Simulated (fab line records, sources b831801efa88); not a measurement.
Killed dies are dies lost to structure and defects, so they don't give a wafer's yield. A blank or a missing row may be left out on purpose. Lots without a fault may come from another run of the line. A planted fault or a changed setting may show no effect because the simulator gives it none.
fab line records | flow sky130
record lots=12 wafers=36 last_day=50
route steps=708 shown NWELL@81 PWDE@84 GATE_OXIDE@203 LDD_N@244 PAD_OPEN@708
lots that met no fault: from a run of the same line without faults
start_h: hours from the record's first day to the start of the lot's first wafer shown | wait_h: hours since the lot's step before | " the same as in the row above | L1.1+2: a row that stands for several wafers | - no value, or no start given | * or withheld: withheld | < > ~ a bound
route shown NAME@n: a module of which the file shows steps, and the number in the route of the first | usual: mean/standard deviation of fault-free wafers | same: alike in all rows | chamber/n: place in a boat | sites: the reading at each site | _std_site: their standard deviation | _edge_site: outer sites' mean less inner sites' | radius_mm: how far each site lies from the wafer's centre | mask NAME#n: copy n | behind: the tool/chamber that last shaped the wafer | hold: why the lot was held/for how many hours/how that ended | device: the transistor (n, p or np) that didn't switch | end of line: the same wafers' tests at the end of the route | a step without rows: its recipe alone | killed: dies lost to structure and defects at the first sort, not the wafer's yield | map: a wafer's dies, x killed, . not, _ none there
set.NAME: the setting as run; set.NAME@STEP: as run at that earlier step | model.NAME: the simulator's own value behind a step, which no gauge read
steps of the route over a sample of lots; a table a step, a row a wafer
services: from which hour (start_h, from the record's first day; less than 0 if before it) a tool's chamber was out of use, for how many hours, and why
## steps
# step SKY_NWELL_RTA_28
# recipe temp_c=1050 time_s=30 idle_temp_c=650 ramp_up_c_per_s=150 ramp_down_c_per_s=90 ambient=N2
# usual lamp_power_pct=25.31/0.045 ramp_down_c_per_s=90.000/0.016 wafer_temp_C_max=1054.8/0.88
# columns lot.wafer tool chamber start_h wait_h lamp_power_pct ramp_down_c_per_s wafer_temp_C_max
L703.3 rtp_anneal-02 0 101.10 0.0 25.38 90.007 1053.7
L703.4 " 0 " " 25.33 89.981 1054.7
L703.5 " 0 " " 25.37 90.003 1054.5
L704.4 rtp_anneal-01 0 113.21 0.1 25.26 90.001 1054.6
L704.5 " 0 " " 25.35 90.015 1055.0
L704.6 " 0 " " 25.31 89.994 1053.5
L705.1 rtp_anneal-02 0 113.51 0.0 25.31 89.986 1054.8
L705.3 " 0 " " 25.32 89.984 1054.0
L705.5 " 0 " " 25.37 89.987 1055.6
L706.3 rtp_anneal-01 0 121.64 0.0 25.30 90.023 1053.5
L706.5 " 0 " " 25.28 90.022 1055.5
L706.6 " 0 " " 25.37 90.016 1055.8
L707.1 rtp_anneal-02 0 126.16 0.0 25.36 90.035 1054.6
L707.4 " 0 " " 25.26 89.979 1055.1
L707.5 " 0 " " 25.30 90.007 1054.1
L708.1 rtp_anneal-01 0 135.26 0.0 25.22 89.998 1055.0
L708.3 " 0 " " 25.34 90.014 1055.4
L708.5 " 0 " " 25.29 90.000 1055.6
L713.1 rtp_anneal-02 0 164.02 0.0 25.36 90.007 1053.3
L713.5 " 0 " " 25.29 89.992 1055.2
L713.6 " 0 " " 25.31 89.997 1054.2
L715.1 rtp_anneal-01 0 173.22 0.0 25.33 89.994 1054.9
L715.2 " 0 " " 25.36 89.995 1055.9
L715.5 " 0 " " 25.26 89.997 1055.2
L722.1 rtp_anneal-02 0 218.91 0.0 25.35 89.966 1055.6
L722.2 " 0 " " 25.38 90.001 1053.5
L722.5 " 0 " " 25.30 90.009 1055.8
L723.1 rtp_anneal-02 0 223.82 0.0 25.32 89.987 1055.4
L723.3 " 0 " " 25.34 89.993 1054.3
L723.4 " 0 " " 25.29 90.009 1054.4
L724.2 rtp_anneal-01 0 230.38 0.0 25.25 89.992 1055.2
L724.3 " 0 " " 25.37 90.013 1055.7
L724.5 " 0 " " 25.22 90.004 1055.0
L725.2 rtp_anneal-02 0 240.53 0.0 25.27 89.979 1055.0
L725.3 " 0 " " 25.39 89.993 1054.1
L725.5 " 0 " " 25.28 89.992 1055.4
# step SKY_NWELL_RS_MEAS_31
# recipe thk_meas_gauge=four-point-probe
# usual PWDE_RS=5359/16
# columns lot.wafer tool chamber start_h wait_h PWDE_RS[ohm/sq]
L703.3 film_metro-04 - 101.49 0.1 5364
L703.4 " - " " 5359
L703.5 " - " " 5373
L704.4 film_metro-02 - 113.56 0.1 5367
L704.5 " - " " 5353
L704.6 " - " " 5349
L705.1 film_metro-03 - 113.85 0.1 5359
L705.3 " - " " 5351
L705.5 " - " " 5337
L706.3 film_metro-04 - 121.99 0.1 5365
L706.5 " - " " 5353
L706.6 " - " " 5368
L707.1 film_metro-02 - 126.50 0.1 5358
L707.4 " - " " 5348
L707.5 " - " " 5364
L708.1 film_metro-03 - 135.60 0.1 5359
L708.3 " - " " 5348
L708.5 " - " " 5353
L713.1 film_metro-04 - 164.36 0.1 5357
L713.5 " - " " 5344
L713.6 " - " " 5355
L715.1 film_metro-04 - 173.56 0.1 5387
L715.2 " - " " 5347
L715.5 " - " " 5382
L722.1 film_metro-02 - 219.25 0.1 5350
L722.2 " - " " 5343
L722.5 " - " " 5363
L723.1 film_metro-03 - 224.16 0.1 5369
L723.3 " - " " 5339
L723.4 " - " " 5347
L724.2 film_metro-02 - 230.72 0.1 5332
L724.3 " - " " 5351
L724.5 " - " " 5338
L725.2 film_metro-04 - 240.87 0.1 5365
L725.3 " - " " 5374
L725.5 " - " " 5359
# step SKY_GATE_OXIDE_OXIDATION_16
# recipe temp_c=800 ambient=O2 idle_temp_c=700 ramp_up_c_per_min=10 ramp_down_c_per_min=3 stabilise_s=600 purge_s=300 target_thk_a=35.7 ox_time_s=1915
# usual spike_tc_bottom_C=821.3/2.2 spike_tc_centre_C=798.9/1.4 spike_tc_lower_C=800.8/1.2 spike_tc_top_C=808.2/2.9 spike_tc_upper_C=801.4/1.5 tube_center_temp_C=800/0.074 tube_center_temp_C_max=802.0/0.3 zone_power_centre_pct=15.37/0.29 zone_power_lower_pct=13.7/1.3
# columns lot.wafer tool chamber start_h wait_h spike_tc_bottom_C spike_tc_centre_C spike_tc_lower_C spike_tc_top_C spike_tc_upper_C tube_center_temp_C tube_center_temp_C_max zone_power_centre_pct zone_power_lower_pct
L703.3 furnace-02 0 303.58 0.0 818.9 797.2 800.5 805.0 802.4 799.95 802.0 15.42 12.6
L703.4 " 0 " " 819.5 798.0 800.2 807.0 801.8 799.96 801.6 15.67 12.6
L703.5 " 0 " " 818.0 797.0 800.0 806.1 801.2 800.08 802.2 15.57 12.8
L704.4 furnace-02 0 321.77 2.5 819.8 797.4 800.8 805.5 799.9 800 802.4 15.94 12.5
L704.5 " 0 " " 819.5 798.5 800.2 805.9 800.2 799.95 802.1 15.82 12.8
L704.6 " 0 " " 818.8 796.9 798.6 805.0 801.5 800.02 802.3 15.51 12.8
L705.1 furnace-02 0 321.77 0.2 818.9 797.0 801.1 806.3 802.4 799.93 803.0 15.23 12.6
L705.3 " 0 " " 819.1 796.7 800.5 806.1 800.4 799.96 801.7 15.38 12.8
L705.5 " 0 " " 820.5 798.6 800.9 807.5 800.6 800.03 801.9 15.32 12.7
L706.3 furnace-02 0 337.30 4.3 820.0 798.6 798.0 803.7 799.8 799.93 802.5 15.63 12.6
L706.5 " 0 " " 819.0 798.9 801.8 805.0 798.3 800 802.4 15.66 12.8
L706.6 " 0 " " 820.2 799.0 800.6 806.0 800.4 799.93 801.6 15.64 12.7
L707.1 furnace-02 0 337.30 0.5 819.9 798.6 799.1 805.5 801.7 800.06 802.2 15.52 12.6
L707.4 " 0 " " 821.0 797.0 801.0 806.5 799.2 799.91 802.1 15.22 12.8
L707.5 " 0 " " 819.5 797.5 799.9 806.3 800.1 799.88 801.7 15.55 12.7
L708.1 furnace-01 0 356.47 0.2 826.5 798.7 802.0 810.5 802.8 799.94 802.5 14.98 15.3
L708.3 " 0 " " 823.5 798.2 800.8 814.2 801.9 800.02 802.0 15.10 15.3
L708.5 " 0 " " 823.4 801.4 801.6 812.7 803.5 800 802.1 14.88 15.5
L713.1 furnace-02 0 403.20 2.0 812.8 792.5 794.7 798.5 793.0 793.55 795.3 15.31 12.6
L713.5 " 0 " " 812.8 790.7 792.3 799.4 794.9 793.5 795.7 15.26 12.7
L713.6 " 0 " " 814.0 791.2 794.6 802.3 795.6 793.36 795.0 15.07 12.7
L715.1 furnace-02 0 411.71 1.4 813.6 791.3 794.4 799.4 794.1 793.6 796.2 15.35 12.6
L715.2 " 0 " " 814.0 792.3 793.0 799.3 792.9 793.54 795.5 15.31 12.4
L715.5 " 0 " " 812.2 793.2 793.3 799.5 793.2 793.59 795.7 15.05 12.3
L722.1 furnace-01 0 473.12 0.0 822.9 798.4 802.0 811.3 803.9 800.15 802.1 14.90 15.5
L722.2 " 0 " " 824.6 801.5 800.8 810.5 803.3 800.02 802.2 15.19 15.5
L722.5 " 0 " " 824.4 800.0 801.2 811.6 802.4 799.92 801.5 14.94 15.5
L723.1 furnace-02 0 477.29 0.9 819.6 798.6 798.3 804.8 800.0 799.91 801.9 15.62 12.7
L723.3 " 0 " " 819.4 798.0 800.3 806.3 801.8 800.08 801.8 15.73 12.8
L723.4 " 0 " " 820.3 798.9 800.4 807.5 800.7 800.02 801.8 15.50 12.9
L724.2 furnace-01 0 486.66 0.0 822.6 800.5 800.3 812.2 803.1 799.91 801.8 15.05 15.3
L724.3 " 0 " " 824.4 800.2 801.8 810.1 803.7 799.97 801.6 15.02 15.4
L724.5 " 0 " " 824.0 800.9 800.5 811.9 801.7 800.13 802.4 15.07 15.5
L725.2 furnace-01 0 498.43 0.0 822.8 800.2 800.1 813.0 801.7 800.03 802.2 15.05 15.3
L725.3 " 0 " " 824.3 799.5 799.5 812.7 804.1 799.96 801.6 15.17 15.4
L725.5 " 0 " " 825.1 799.1 801.4 811.2 803.3 799.95 801.7 14.95 15.4
# step SKY_LDD_N_OVL_MEAS_07
# usual LDD_N_OVL=1.4/1.4
# columns lot.wafer tool chamber start_h wait_h LDD_N_OVL[nm]
L703.3 overlay-02 - 392.68 0.1 0.9
L703.4 " - " " 0.4
L703.5 " - " " 1.7
L704.4 overlay-01 - 415.18 0.1 1.6
L704.5 " - " " 3.6
L704.6 " - " " 1.3
L705.1 overlay-01 - 415.32 0.1 1.8
L705.3 " - " " 2.6
L705.5 " - " " 2.9
L706.3 overlay-02 - 433.77 0.1 0.5
L706.5 " - " " 0.8
L706.6 " - " " -0.5
L707.1 overlay-01 - 433.92 0.1 0.1
L707.4 " - " " 2.1
L707.5 " - " " 2.6
L708.1 overlay-02 - 454.97 0.1 -0.2
L708.3 " - " " 1.5
L708.5 " - " " -1.0
L713.1 overlay-01 - 503.27 0.1 2.7
L713.5 " - " " 2.1
L713.6 " - " " 1.2
L715.1 overlay-01 - 512.56 0.1 3.5
L715.2 " - " " 0.4
L715.5 " - " " 3.2
L722.1 overlay-02 - 570.36 0.1 -0.7
L722.2 " - " " -1.2
L722.5 " - " " -1.3
L723.1 overlay-01 - 574.67 0.1 0.5
L723.3 " - " " 2.2
L723.4 " - " " 0.5
L724.2 overlay-01 - 581.92 0.1 2.1
L724.3 " - " " 2.5
L724.5 " - " " 3.2
L725.2 overlay-02 - 594.42 0.1 2.0
L725.3 " - " " -0.2
L725.5 " - " " 0.5
# step SKY_PAD_OPEN_PROBE_99
# usual killed_at_M0_to_M3=44/7.9 killed_at_M4_up=3.1/2 killed_at_contacts=23/4.9 killed_at_front_end=15/3.9 killed_at_other=0.2/0.49 killed_dies=86/10 killed_open=47/7.1 killed_short=39/7.1
# same gross_dies=492 killed_at_back_side=0
# columns lot.wafer tool chamber start_h wait_h killed_at_M0_to_M3 killed_at_M4_up killed_at_contacts killed_at_front_end killed_at_other killed_dies killed_open killed_short
L707.1 prober-02 - 1099.59 0.1 65 3 21 16 0 105 56 49
L707.4 prober-02 - 1099.74 0.2 50 5 25 20 1 101 47 54
L707.5 prober-02 - 1099.79 0.2 47 3 19 15 0 84 43 41
# killed by level:class
L707.1 VIA2:geometric_particle:open=12 VIA3:geometric_particle:open=10 VIA1:geometric_particle:open=10 FIELD_ISO:geometric_particle:short=8 METAL1:geometric_particle:short=7 CONTACT:geometric_particle:open=6 METAL2:geometric_particle:short=6 LI_CONTACT:geometric_particle:open=5
L707.4 VIA1:geometric_particle:open=17 LOCAL_INTERCONNECT:geometric_particle:short=8 CONTACT:geometric_particle:short=7 CONTACT:geometric_particle:open=7 VIA2:geometric_particle:open=7 POLY_GATE:geometric_particle:short=6 METAL1:geometric_particle:short=5 VIA2:geometric_particle:short=5
L707.5 VIA3:geometric_particle:open=12 VIA1:geometric_particle:open=10 CONTACT:geometric_particle:short=8 METAL1:geometric_particle:short=7 FIELD_ISO:geometric_particle:short=5 CONTACT:geometric_particle:open=5 VIA2:geometric_particle:open=5 VIA1:geometric_particle:short=4
## services
# columns tool chamber start_h hours kind
rtp_anneal-02 - 108.63 0.6 pm
furnace-01 - 145.52 3.6 pm
furnace-02 - 163.12 3.6 pm
furnace-01 - 219.41 3.9 pm
furnace-02 - 223.61 2.9 pm
furnace-02 - 296.09 4.8 repair
furnace-01 - 311.67 11.1 pm
furnace-01 - 322.81 4.2 pm
furnace-02 - 327.49 3.4 pm
furnace-02 - 332.23 3.7 pm
rtp_anneal-02 - 335.22 3.6 pm
rtp_anneal-02 - 345.56 12.4 pm
furnace-01 - 480.95 2.9 pm
## key
first_sign step=SKY_GATE_OXIDE_OXIDATION_16 reading=tube_center_temp_C direction=down sigmas=81 usual=* struck=*
effect step=SKY_GATE_OXIDE_OXIDATION_16 reading=tube_center_temp_C_max direction=down sigmas=21 usual=* struck=*
met_at SKY_GATE_OXIDE_OXIDATION_16
struck_lots L713,L715
tester_left_out L713,L715
not_acting_at SKY_NWELL_RTA_28,SKY_NWELL_RS_MEAS_31,SKY_LDD_N_OVL_MEAS_07
onset_between 337.30 403.20
fault kind=process_parameter_drift tool=furnace-02 chamber=- onset_h=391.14 steps=SKY_GATE_OXIDE_OXIDATION_16 channel=temp_c offset=* shape=step end_h=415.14 acts_in=* stated=*
# tester_left_out: of these lots the tester's yield and bins aren't shown, on N5 and GAA mostly nor the transistor test; their killed dies are dies lost to structure and defects alone, not to doping, threshold or leakage, so they don't give the yield
